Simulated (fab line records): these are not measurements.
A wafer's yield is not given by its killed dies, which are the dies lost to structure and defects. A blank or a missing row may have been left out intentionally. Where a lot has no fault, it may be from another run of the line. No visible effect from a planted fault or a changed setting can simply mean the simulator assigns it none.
What tool caused it? | flow sky130 | 13 lots, 39 wafers sampled, at 4 steps of a route of 708

## WHAT EACH GAUGE READ, for each wafer
SKY_NWELL_OVL_MEAS_23. Usual: NWELL_01_OVL typically reads -0.3 nm, with standard deviation 1.4.
lot  | measured     | on         | NWELL_01_OVL (nm) | flag
L640 | day 5 08:27  | overlay-01 | 0.5 1.4 1.6       |
L644 | day 6 07:20  | overlay-02 | -1.2 -2.3 -1.9    |
L645 | day 6 11:24  | overlay-01 | -0.5 -2.6 -0.5    |
L646 | day 6 17:35  | overlay-02 | -1.1 -1.7 -0.6    |
L648 | day 7 07:33  | overlay-02 | -1.6 -1.0 -0.5    |
L649 | day 7 18:07  | overlay-01 | 0.1 1.2 0.5       |
L650 | day 8 02:35  | overlay-01 | 1.1 -0.6 0.3      |
L651 | day 8 07:05  | overlay-02 | 1.2 1.4 1.0       |
L655 | day 9 09:44  | overlay-02 | -0.3 -0.6 -0.4    |
L656 | day 9 12:20  | overlay-02 | -4.3 -3.1 -0.9    |
L658 | day 9 22:56  | overlay-02 | -2.2 -0.8 2.0     |
L661 | day 10 16:06 | overlay-01 | 0.2 -0.6 1.6      |
L663 | day 11 06:02 | overlay-01 | -0.2 2.6 -0.2     |

SKY_VT_ADJUST_HVTR_TW_MEAS_11. Usual: VT_ADJUST_HVTR_TW typically reads 209.9, with standard deviation 1.1.
lot  | measured     | on            | VT_ADJUST_HVTR_TW | flag
L640 | day 9 11:10  | film metro-02 | 210.6 210.3 211.9 |
L644 | day 10 14:44 | film metro-02 | 210.0 209.1 209.1 |
L645 | day 10 19:58 | film metro-01 | 210.1 210.1 210.6 |
L646 | day 11 04:10 | film metro-01 | 253.4 255.2 254.0 | OFF
L648 | day 11 21:13 | film metro-01 | 209.8 209.6 209.4 |
L649 | day 12 11:40 | film metro-01 | 207.3 208.1 208.2 |
L650 | day 12 21:20 | film metro-03 | 209.6 210.6 211.0 |
L651 | day 13 02:07 | film metro-03 | 257.2 259.1 256.2 | OFF
L655 | day 14 09:33 | film metro-01 | 210.7 211.2 211.4 |
L656 | day 14 14:33 | film metro-03 | 209.7 211.3 211.1 |
L658 | day 15 03:53 | film metro-02 | 209.9 209.4 209.5 |
L661 | day 15 23:25 | film metro-01 | 209.5 211.5 209.1 |
L663 | day 16 15:30 | film metro-03 | 211.0 211.7 211.7 |

SKY_SPACER_THK_MEAS_01. Usual: SPACER_CVD_00_THK typically reads 43.2 nm, with standard deviation 0.44.
lot  | measured     | on            | SPACER_CVD_00_THK (nm) | flag
L640 | day 22 19:45 | film metro-03 | 42.1 42.5 42.4         |
L644 | day 24 07:25 | film metro-01 | 43.6 43.0 43.3         |
L645 | day 24 11:34 | film metro-01 | 43.4 43.7 43.3         |
L646 | day 25 02:07 | film metro-03 | 43.5 43.6 43.6         |
L648 | day 25 19:19 | film metro-02 | 42.8 42.4 42.5         |
L649 | day 26 14:13 | film metro-01 | 42.4 42.6 42.5         |
L650 | day 26 22:51 | film metro-03 | 43.2 43.2 43.6         |
L651 | day 27 08:11 | film metro-02 | 42.5 43.1 42.6         |
L655 | day 28 15:23 | film metro-01 | 43.0 43.3 43.5         |
L656 | day 28 22:21 | film metro-02 | 43.3 43.3 43.4         |
L658 | day 29 08:47 | film metro-02 | 43.5 43.4 43.4         |
L661 | day 30 05:29 | film metro-02 | 43.3 43.3 43.2         |
L663 | day 30 16:22 | film metro-03 | 42.7 42.7 42.9         |

## EACH LOT AND THE TOOL THAT RAN IT (in order: tool; ch and the chambers of the sampled wafers; start)
lot  | SKY_VT_ADJUST_HVTR_IMPLANT_09
L640 | implanter-01 ch 0, day 9 10:55
L644 | implanter-01 ch 0, day 10 14:29
L645 | implanter-04 ch 0, day 10 19:45
L646 | implanter-02 ch 0, day 11 03:36
L648 | implanter-04 ch 0, day 11 20:59
L649 | implanter-02 ch 0, day 12 11:28
L650 | implanter-02 ch 0, day 12 21:05
L651 | implanter-02 ch 0, day 13 01:26
L655 | implanter-01 ch 0, day 14 09:18
L656 | implanter-02 ch 0, day 14 14:18
L658 | implanter-02 ch 0, day 15 03:38
L661 | implanter-01 ch 0, day 15 23:10
L663 | implanter-02 ch 0, day 16 15:15
- SKY_VT_ADJUST_HVTR_IMPLANT_09

## WHAT THE TOOLS THEMSELVES READ (means of the sampled wafers that have a number; where no wafer has one, the mark that the record gives instead)
The record holds no such reading with a usual standard deviation.

## THE ANSWER, worked out from the rows above alone
Rule: take the mean of a lot's wafers that have a number; if it is more than 3 standard deviations from the usual mean, the lot is off. A lot without any number at a reading at which 4 lots or more have one is off too. Any other lot the step has rows for is counted as sound. The gauges are gone through in route order, then the tools' own readings, and for those a lot's mean is taken as printed above. The first step at which some lot is off is used, and at that step the reading that is off furthest; a lot without a number counts as furthest.
Off: L646, L651, at SKY_VT_ADJUST_HVTR_TW_MEAS_11 (VT_ADJUST_HVTR_TW).
A tool fits if, at a process step before that reading, it ran every lot that is off, and no sound lot after the first of them. Those tools and the gauges at SKY_VT_ADJUST_HVTR_TW_MEAS_11 are tried in the same way. No candidate that was tried fits.

## WHAT WAS PUT IN BY THE SIMULATOR
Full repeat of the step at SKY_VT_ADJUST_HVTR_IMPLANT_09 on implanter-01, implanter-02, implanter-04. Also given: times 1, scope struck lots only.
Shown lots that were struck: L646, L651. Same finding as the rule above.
